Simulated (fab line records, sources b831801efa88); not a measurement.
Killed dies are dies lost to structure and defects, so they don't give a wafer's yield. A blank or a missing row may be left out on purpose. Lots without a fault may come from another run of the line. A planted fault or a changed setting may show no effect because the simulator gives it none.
fab line records | flow sky130
record lots=7 wafers=21 last_day=50
route steps=708 shown VIA4@640 PAD_OPEN@708
lots that met no fault: from a run of the same line without faults
start_h: hours from the record's first day to the start of the lot's first wafer shown | wait_h: hours since the lot's step before | " the same as in the row above | L1.1+2: a row that stands for several wafers | - no value, or no start given | * or withheld: withheld | < > ~ a bound
route shown NAME@n: a module of which the file shows steps, and the number in the route of the first | usual: mean/standard deviation of fault-free wafers | same: alike in all rows | chamber/n: place in a boat | sites: the reading at each site | _std_site: their standard deviation | _edge_site: outer sites' mean less inner sites' | radius_mm: how far each site lies from the wafer's centre | mask NAME#n: copy n | behind: the tool/chamber that last shaped the wafer | hold: why the lot was held/for how many hours/how that ended | device: the transistor (n, p or np) that didn't switch | end of line: the same wafers' tests at the end of the route | a step without rows: its recipe alone | killed: dies lost to structure and defects at the first sort, not the wafer's yield | map: a wafer's dies, x killed, . not, _ none there
set.NAME: the setting as run; set.NAME@STEP: as run at that earlier step | model.NAME: the simulator's own value behind a step, which no gauge read
lots at some steps of the route; a table a step, a row a wafer
services: from which hour (start_h, from the record's first day; less than 0 if before it) a tool's chamber was out of use, for how many hours, and why
## steps
# step SKY_VIA4_THK_MEAS_01
# recipe reads=SiO2_of_VIA4_HDPCVD_00
# usual VIA4_HDPCVD_THK=1744/16
# columns lot.wafer tool chamber start_h wait_h VIA4_HDPCVD_THK[nm]
L844.2 film_metro-01 - 1031.19 0.1 1725
L844.3 " - " " 1723
L844.4 " - " " 1747
L845.2 film_metro-01 - 1033.80 0.1 1768
L845.3 " - " " 1741
L845.5 " - " " 1755
L847.3 film_metro-04 - 1049.68 0.1 1751
L847.4 " - " " 1747
L847.5 " - " " 1758
L851.1 film_metro-01 - 1081.94 0.1 1751
L851.4 " - " " 1750
L851.5 " - " " 1767
L852.3 film_metro-01 - 1083.00 0.1 1717
L852.4 " - " " 1742
L852.6 " - " " 1726
L856.1 film_metro-01 - 1101.23 0.1 1753
L856.2 " - " " 1757
L856.6 " - " " 1737
L858.1 film_metro-02 - 1114.87 0.1 1735
L858.3 " - " " 1754
L858.4 " - " " 1741
# step SKY_VIA4_CMP_02
# recipe material=SiO2 down_force_psi=4 platen_rpm=60 pad_velocity_m_s=0.94248
# usual motor_current_A=12.0/0.9 platen_rpm=60.00/0.034 slurry_filter_dp_kPa=13.50/0.14
# columns lot.wafer tool chamber start_h wait_h motor_current_A platen_rpm slurry_filter_dp_kPa
L844.3 cmp-01 3 1031.24 0.0 11.6 59.99 13.30
L844.4 " 0 " " 11.4 60.00 13.64
L844.2 " 2 " " 11.1 60.00 13.62
L845.2 cmp-02 3 1033.85 0.0 10.5 60.01 13.35
L845.3 " 2 " " 13.3 59.99 13.60
L845.5 " 3 " " 10.4 59.94 13.34
L847.3 cmp-02 2 1049.77 0.1 13.1 60.02 13.59
L847.4 " 3 " " 10.6 59.97 13.54
L847.5 " 1 " " 11.3 59.99 13.51
L851.4 cmp-02 0 1082.00 0.0 12.5 60.02 13.50
L851.1 " 2 " " 13.4 60.01 13.69
L851.5 " 0 " " 12.2 60.04 13.30
L852.3 cmp-02 0 1083.14 0.1 12.3 60.04 13.75
L852.4 " 1 " " 11.6 59.95 13.46
L852.6 " 3 " " 10.8 59.95 13.35
L856.2 cmp-02 1 1101.29 0.0 11.4 60.00 13.45
L856.1 " 2 " " 13.2 60.02 13.53
L856.6 " 1 " " 11.9 60.01 13.49
L858.1 cmp-02 1 1114.98 0.1 12.0 60.00 13.56
L858.4 " 2 " " 13.8 59.94 13.44
L858.3 " 3 " " 10.7 59.99 13.56
# step SKY_VIA4_BOW_MEAS_03
# recipe mode=bow
# usual VIA4_BOW=81/8.4
# columns lot.wafer tool chamber start_h wait_h VIA4_BOW[um]
L844.2 film_metro-02 - 1031.56 0.1 84
L844.3 " - " " 94
L844.4 " - " " 77
L845.2 film_metro-02 - 1034.18 0.3 90
L845.3 " - " " 82
L845.5 " - " " 82
L847.3 film_metro-02 - 1050.06 0.2 87
L847.4 " - " " 83
L847.5 " - " " 84
L851.1 film_metro-02 - 1082.30 0.1 76
L851.4 " - " " 72
L851.5 " - " " 67
L852.3 film_metro-01 - 1083.38 0.2 62
L852.4 " - " " 68
L852.6 " - " " 74
L856.1 film_metro-02 - 1101.59 0.2 80
L856.2 " - " " 78
L856.6 " - " " 73
L858.1 film_metro-01 - 1115.23 0.2 88
L858.3 " - " " 92
L858.4 " - " " 92
# step SKY_VIA4_DEHYDRATE_04
# recipe temp_c=200 time_s=60
# step SKY_VIA4_HMDS_05
# recipe prime_time_s=60 prime_temp_c=120
# step SKY_VIA4_COAT_06
# recipe resist=NOVOLAK spin_rpm=3000 resist_thk_nm=1140
# step SKY_VIA4_SOFTBAKE_07
# recipe temp_c=90 time_s=60 resist=NOVOLAK
# step SKY_VIA4_EXPOSE_08
# recipe mask_id=VIM4 na=0.6 source_shape=conventional sigma_outer=0.6 polarization=unpolarized target_cd_nm=800 dose_mj=132
# step SKY_VIA4_PEB_09
# recipe temp_c=withheld time_s=* resist=NOVOLAK
# step SKY_VIA4_DEVELOP_10
# recipe resist=NOVOLAK developer=TMAH develop_time_s=60 dev_temp_c=23
# step SKY_VIA4_OVL_MEAS_11
# usual VIA4_OVL=0.1/1.6
# columns lot.wafer tool chamber start_h wait_h VIA4_OVL[nm]
L844.2 overlay-01 - 1053.87 0.1 -2.1
L844.3 " - " " -3.2
L844.4 " - " " -1.3
L845.2 overlay-02 - 1056.45 0.1 2.6
L845.3 " - " " 3.2
L845.5 " - " " 2.4
L847.3 overlay-02 - 1070.91 0.1 1.7
L847.4 " - " " 2.5
L847.5 " - " " 2.9
L851.1 overlay-01 - 1102.87 0.1 -0.3
L851.4 " - " " -1.1
L851.5 " - " " 0.3
L852.3 overlay-01 - 1103.86 0.1 2.7
L852.4 " - " " 2.5
L852.6 " - " " 1.1
L856.1 overlay-02 - 1121.68 0.1 1.6
L856.2 " - " " 1.8
L856.6 " - " " 0.4
L858.1 overlay-01 - 1134.93 0.1 -1.7
L858.3 " - " " -1.0
L858.4 " - " " -1.3
# step SKY_VIA4_ETCH_12
# recipe target=SiO2 chemistry=C4F8/O2/Ar stop_on=TiN mask_material=NOVOLAK source_w=1500 bias_w=1168 pressure_mtorr=40 c4f8_flow_sccm=withheld O2_flow_sccm=6 Ar_flow_sccm=300 time_s=withheld target_depth_a=5800
# usual chamber_pressure_mTorr=40.00/0.036 oes_product_au=0.925/0.0048
# columns lot.wafer tool chamber start_h wait_h chamber_pressure_mTorr oes_product_au
L844.2 rie_diel-02 0 1053.90 0.0 40.02 0.923
L844.3 " 1 " " 40.01 0.925
L844.4 " 3 " " 40.07 0.929
L845.2 rie_diel-01 2 1056.48 0.0 40.00 0.927
L845.3 " 3 " " 40.04 0.919
L845.5 " 0 " " 39.99 0.920
L847.3 rie_diel-01 0 1070.93 0.0 40.00 0.928
L847.4 " 3 " " 39.96 0.929
L847.5 " 1 " " 39.94 0.934
L851.1 rie_diel-01 3 1102.90 0.0 39.95 0.929
L851.4 " 1 " " 40.00 0.930
L851.5 " 2 " " 39.97 0.931
L852.3 rie_diel-03 1 1103.88 0.0 40.02 0.919
L852.4 " 0 " " 39.96 0.929
L852.6 " 0 " " 40.01 0.927
L856.1 rie_diel-03 1 1121.72 0.0 39.99 0.913
L856.2 " 0 " " 40.00 0.934
L856.6 " 2 " " 39.97 0.926
L858.1 rie_diel-03 3 1134.97 0.0 40.09 0.928
L858.3 " 2 " " 40.01 0.918
L858.4 " 2 " " 39.99 0.928
# step SKY_VIA4_STRIP_13
# recipe chemistry=O2/N2 power_w=1400 pressure_mtorr=1500 platen_temp_c=withheld o2_flow_sccm=3000 n2_flow_sccm=300 overash_fraction=0.5
# usual chamber_pressure_mTorr=1500.1/1.4 drypump_motor_current_A=5.8/0.51 oes_product_au=0.709/0.0044 strip_time_to_endpoint_s=12.804/0.025
# columns lot.wafer tool chamber start_h wait_h chamber_pressure_mTorr drypump_motor_current_A oes_product_au rf_hours_counter_h strip_time_to_endpoint_s model.NOVOLAK_of_VIA4_COAT_06.thk_nm
L844.2 plasma_asher-03 1 1053.97 - - - - - - 1011
L844.3 " 1 " " - - - - - 1007
L844.4 " 0 " " - - - - - 1006
L845.2 plasma_asher-03 1 1056.55 - - - - - - 1001
L845.3 " 1 " " - - - - - 1009
L845.5 " 1 " " - - - - - 1010
L847.3 plasma_asher-02 1 1071.04 - - - - - - 1013
L847.4 " 0 " " - - - - - 1009
L847.5 " 1 " " - - - - - 1006
L851.1 plasma_asher-03 0 1102.98 - 1501.7 6.8 0.711 67 12.832 0
L851.4 " 0 " " 1499.6 6.7 0.710 - 12.795 0
L851.5 " 1 " " 1497.7 5.8 0.711 - 12.772 0
L852.3 plasma_asher-02 1 1103.99 - 1498.2 5.9 0.716 - 12.792 0
L852.4 " 0 " " 1500.3 5.2 0.713 - 12.779 0
L852.6 " 0 " " 1500.8 5.2 0.713 - 12.794 0
L856.1 plasma_asher-04 0 1121.79 - 1500.0 5.3 0.718 4 12.805 0
L856.2 " 1 " " 1500.8 5.8 0.719 4 12.840 0
L856.6 " 1 " " 1498.3 5.9 0.709 - 12.829 0
L858.1 plasma_asher-04 0 1135.04 - 1500.6 5.3 0.709 5 12.829 0
L858.3 " 0 " " 1498.8 5.4 0.713 - 12.803 0
L858.4 " 1 " " 1498.8 5.9 0.706 - 12.806 0
# step SKY_VIA4_STRIP_14
# recipe chemistry=post_etch_residue_remover time_s=1200 temp_c=72.5
# step SKY_PAD_OPEN_PROBE_99
# usual defect_limited_yield=82.6/1.7 killed_at_M0_to_M3=43/6.5 killed_at_M4_up=3.2/1.9 killed_at_contacts=25/5.5 killed_at_front_end=14/4.2 killed_at_other=0.2/0.44 killed_dies=85/8.5 killed_on_rim=16/3.3 killed_open=47/7 killed_short=39/6.3 sort_bin_3_pad_short=0.9/0.46 sort_bin_5_function=10.3/1.4 sort_bin_6_memory=6.2/1.2 sort_n_pass=407/8.5 sort_yield_pct=82.6/1.7
# same gross_dies=492 killed_at_back_side=0 sort_bin_4_leakage[%]=0 sort_bin_8_speed[%]=0
# columns lot.wafer tool chamber start_h wait_h defect_limited_yield[%] killed_at_M0_to_M3 killed_at_M4_up killed_at_contacts killed_at_front_end killed_at_other killed_dies killed_on_rim killed_open killed_short sort_bin_3_pad_short[%] sort_bin_5_function[%] sort_bin_6_memory[%] sort_n_pass sort_yield_pct[%]
L844.2 prober-02 - 1120.84 0.1 0 6 479 6 1 0 492 96 4 9 27.6 68.9 3.5 0 0
L844.3 prober-02 - 1120.89 0.2 0.2 13 470 4 4 0 491 96 13 9 22.8 72.2 4.9 1 0.2
L844.4 prober-02 - 1120.94 0.2 0.2 14 471 4 2 0 491 96 13 8 25.8 70.9 3.0 1 0.2
L845.2 prober-01 - 1124.59 0.1 0 9 475 4 4 0 492 96 14 3 25.6 71.5 2.8 0 0
L845.3 prober-01 - 1124.64 0.2 0.6 7 477 5 0 0 489 96 6 6 22.4 75.8 1.2 3 0.6
L845.5 prober-01 - 1124.74 0.2 0.6 6 480 1 2 0 489 96 7 3 23.8 73.2 2.4 3 0.6
L847.3 prober-02 - 1137.04 0.2 0 8 476 4 4 0 492 96 9 7 24.8 73.6 1.6 0 0
L847.4 prober-02 - 1137.09 0.2 0.4 6 478 4 2 0 490 95 7 5 26.4 70.7 2.4 2 0.4
L847.5 prober-02 - 1137.14 0.2 0.4 9 476 2 3 0 490 96 7 8 24.6 73.0 2.0 2 0.4
# killed by level:class
L844.2 VIA4:plasma_strip_residue=479 LI_CONTACT:geometric_particle:short=2 LOCAL_INTERCONNECT:geometric_particle:short=2 VIA2:geometric_particle:short=2 FIELD_ISO:geometric_particle:short=1 LI_CONTACT:geometric_particle:open=1 CONTACT:geometric_particle:short=1 METAL1:geometric_particle:short=1
L844.3 VIA4:plasma_strip_residue=469 VIA2:geometric_particle:open=4 POLY_GATE:geometric_particle:open=3 VIA1:geometric_particle:open=3 METAL3:geometric_particle:short=2 FIELD_ISO:geometric_particle:open=1 LI_CONTACT:geometric_particle:short=1 LOCAL_INTERCONNECT:geometric_particle:short=1
L844.4 VIA4:plasma_strip_residue=470 VIA1:geometric_particle:open=5 VIA2:geometric_particle:open=3 VIA3:geometric_particle:short=2 FIELD_ISO:geometric_particle:short=1 POLY_GATE:geometric_particle:short=1 LI_CONTACT:geometric_particle:short=1 LI_CONTACT:geometric_particle:open=1
L845.2 VIA4:plasma_strip_residue=475 VIA3:geometric_particle:open=3 VIA2:geometric_particle:open=3 LI_CONTACT:geometric_particle:open=2 CONTACT:geometric_particle:open=2 FIELD_ISO:geometric_particle:short=1 POLY_GATE:geometric_particle:open=1 METAL1:geometric_particle:open=1
L845.3 VIA4:plasma_strip_residue=477 LI_CONTACT:geometric_particle:short=2 CONTACT:geometric_particle:open=2 METAL1:geometric_particle:short=2 LI_CONTACT:geometric_particle:open=1 METAL1:geometric_particle:open=1 VIA1:geometric_particle:open=1 VIA1:geometric_particle:short=1
L845.5 VIA4:plasma_strip_residue=479 VIA3:geometric_particle:open=3 POLY_GATE:geometric_particle:short=1 POLY_GATE:geometric_particle:open=1 CONTACT:geometric_particle:open=1 METAL1:geometric_particle:short=1 VIA4:geometric_particle:short=1 VIA1:geometric_particle:open=1
L847.3 VIA4:plasma_strip_residue=476 CONTACT:geometric_particle:open=2 METAL1:geometric_particle:short=2 VIA1:geometric_particle:open=2 FIELD_ISO:geometric_particle:short=1 FIELD_ISO:geometric_particle:open=1 SONOS_ONO:geometric_particle:open=1 POLY_GATE:geometric_particle:short=1
L847.4 VIA4:plasma_strip_residue=478 VIA1:geometric_particle:open=4 CONTACT:geometric_particle:open=2 FIELD_ISO:geometric_particle:short=1 SPACER:geometric_particle:open=1 LI_CONTACT:geometric_particle:short=1 LOCAL_INTERCONNECT:geometric_particle:short=1 METAL1:geometric_particle:short=1
L847.5 VIA4:plasma_strip_residue=475 METAL2:geometric_particle:short=2 VIA1:geometric_particle:short=2 VIA3:geometric_particle:open=2 FIELD_ISO:geometric_particle:short=1 FIELD_ISO:geometric_particle:open=1 POLY_GATE:geometric_particle:short=1 LI_CONTACT:geometric_particle:open=1
# map L844.2 (x killed, . not)
__________xxxxxxxxxx_________
________xxxxxxxxxxxxxx_______
______xxxxxxxxxxxxxxxxxx_____
_____xxxxxxxxxxxxxxxxxxxx____
____xxxxxxxxxxxxxxxxxxxxxx___
___xxxxxxxxxxxxxxxxxxxxxxxx__
__xxxxxxxxxxxxxxxxxxxxxxxxxx_
_xxxxxxxxxxxxxxxxxxxxxxxxxxxx
_xxxxxxxxxxxxxxxxxxxxxxxxxxxx
_xxxxxxxxxxxxxxxxxxxxxxxxxxxx
_xxxxxxxxxxxxxxxxxxxxxxxxxxxx
_xxxxxxxxxxxxxxxxxxxxxxxxxxxx
_xxxxxxxxxxxxxxxxxxxxxxxxxxxx
_xxxxxxxxxxxxxxxxxxxxxxxxxxxx
_xxxxxxxxxxxxxxxxxxxxxxxxxxxx
__xxxxxxxxxxxxxxxxxxxxxxxxxx_
___xxxxxxxxxxxxxxxxxxxxxxxx__
____xxxxxxxxxxxxxxxxxxxxxx___
_____xxxxxxxxxxxxxxxxxxxx____
______xxxxxxxxxxxxxxxxxx_____
________xxxxxxxxxxxxxx_______
__________xxxxxxxxxx_________
# map L845.2 (x killed, . not)
__________xxxxxxxxxx_________
________xxxxxxxxxxxxxx_______
______xxxxxxxxxxxxxxxxxx_____
_____xxxxxxxxxxxxxxxxxxxx____
____xxxxxxxxxxxxxxxxxxxxxx___
___xxxxxxxxxxxxxxxxxxxxxxxx__
__xxxxxxxxxxxxxxxxxxxxxxxxxx_
_xxxxxxxxxxxxxxxxxxxxxxxxxxxx
_xxxxxxxxxxxxxxxxxxxxxxxxxxxx
_xxxxxxxxxxxxxxxxxxxxxxxxxxxx
_xxxxxxxxxxxxxxxxxxxxxxxxxxxx
_xxxxxxxxxxxxxxxxxxxxxxxxxxxx
_xxxxxxxxxxxxxxxxxxxxxxxxxxxx
_xxxxxxxxxxxxxxxxxxxxxxxxxxxx
_xxxxxxxxxxxxxxxxxxxxxxxxxxxx
__xxxxxxxxxxxxxxxxxxxxxxxxxx_
___xxxxxxxxxxxxxxxxxxxxxxxx__
____xxxxxxxxxxxxxxxxxxxxxx___
_____xxxxxxxxxxxxxxxxxxxx____
______xxxxxxxxxxxxxxxxxx_____
________xxxxxxxxxxxxxx_______
__________xxxxxxxxxx_________
## services
# columns tool chamber start_h hours kind
cmp-01 - 1013.63 4.2 pm
cmp-01 - 1020.90 1.5 repair
rie_diel-03 1 1029.39 3.1 repair
plasma_asher-02 - 1034.80 1.3 repair
rie_diel-02 3 1038.21 2.6 repair
rie_diel-01 - 1051.15 0.2 repair
plasma_asher-04 - 1055.25 9.0 pm
plasma_asher-04 0 1055.25 9.0 vent_cycle
plasma_asher-04 1 1055.25 9.0 vent_cycle
rie_diel-03 1 1062.15 3.6 repair
plasma_asher-04 0 1064.25 - clean
plasma_asher-04 1 1064.25 - clean
cmp-01 - 1068.94 1.6 repair
cmp-02 - 1084.00 4.0 pm
rie_diel-03 1 1084.19 9.9 repair
cmp-02 - 1085.06 1.2 repair
cmp-02 - 1088.00 - consumable_replace:conditioner
cmp-02 - 1088.00 - consumable_replace:pad
plasma_asher-04 - 1100.04 14.6 pm
rie_diel-02 0 1119.98 12.3 repair
rie_diel-03 0 1130.87 7.5 repair
## key
first_sign step=SKY_VIA4_STRIP_13 reading=tool_record direction=missing
effect step=SKY_PAD_OPEN_PROBE_99 reading=killed_at_M4_up direction=up sigmas=99+ usual=3.2 struck=475.8
model_effect step=SKY_VIA4_STRIP_13 value=NOVOLAK_of_VIA4_COAT_06.thk_nm without=0 struck=1008
met_at SKY_VIA4_STRIP_13
struck_wafers L844.2,L844.3,L844.4,L845.2,L845.3,L845.5,L847.3,L847.4,L847.5
later_rows_left_out L844.2,L844.3,L844.4,L845.2,L845.3,L845.5,L847.3,L847.4,L847.5
fault kind=skipped_step_whole tool=plasma_asher-02,plasma_asher-03 chamber=- onset_h=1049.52 steps=SKY_VIA4_STRIP_13 scope=struck_lots_only
# later_rows_left_out: the simulator's readings of these wafers behind a module that went badly wrong aren't trusted and aren't shown, but for the sort
